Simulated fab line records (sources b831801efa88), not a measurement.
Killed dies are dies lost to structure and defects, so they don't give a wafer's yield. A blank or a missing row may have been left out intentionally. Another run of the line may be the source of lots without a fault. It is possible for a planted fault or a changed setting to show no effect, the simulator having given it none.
What tool caused it? -- flow gf180mcu -- 18 wafers sampled from 6 lots at 1 step of a route of 602

WHAT EACH GAUGE READ, for each wafer
GF_M2_CD_MEAS_14: target cd 280 nm.
lot,measured,on,cd-nm (nm)
L537,day 20 01:18,cd-sem-02,281.3 279.5 279.5
L539,day 21 02:26,cd-sem-01,279.6 279.8 279.6
L542,day 21 19:23,cd-sem-02,277.9 277.7 278.2
L546,day 23 01:52,cd-sem-01,278.6 279.5 279.2
L548,day 23 21:20,cd-sem-01,279.8 281.1 282.6
L557,day 26 07:56,cd-sem-01,279.3 279.8 279.9

WHAT TOOL EACH LOT RAN ON (gives the tool, then ch and the chambers of the sampled wafers, and finally the start)
Before these readings, the record contains no process step.

THE ANSWER, worked out from the rows above alone
Rule: usual is defined by the lots themselves. Put in order of their means at a reading, lots are off if they are a third of the lots or fewer, leave a main group of 4 or more, and stand apart from it by a gap of 3 or more times the standard deviation of the main group's means; of several such gaps the widest counts. If all means in a main group match to the digits the tables above print for the reading, that group is not used. A lot without any number at a reading at which 4 lots or more have one is off too. The other lots that the step has rows for count as sound.
Nothing can be told from this: no lot is off at any reading shown.

WHAT THE SIMULATOR HAD INSERTED
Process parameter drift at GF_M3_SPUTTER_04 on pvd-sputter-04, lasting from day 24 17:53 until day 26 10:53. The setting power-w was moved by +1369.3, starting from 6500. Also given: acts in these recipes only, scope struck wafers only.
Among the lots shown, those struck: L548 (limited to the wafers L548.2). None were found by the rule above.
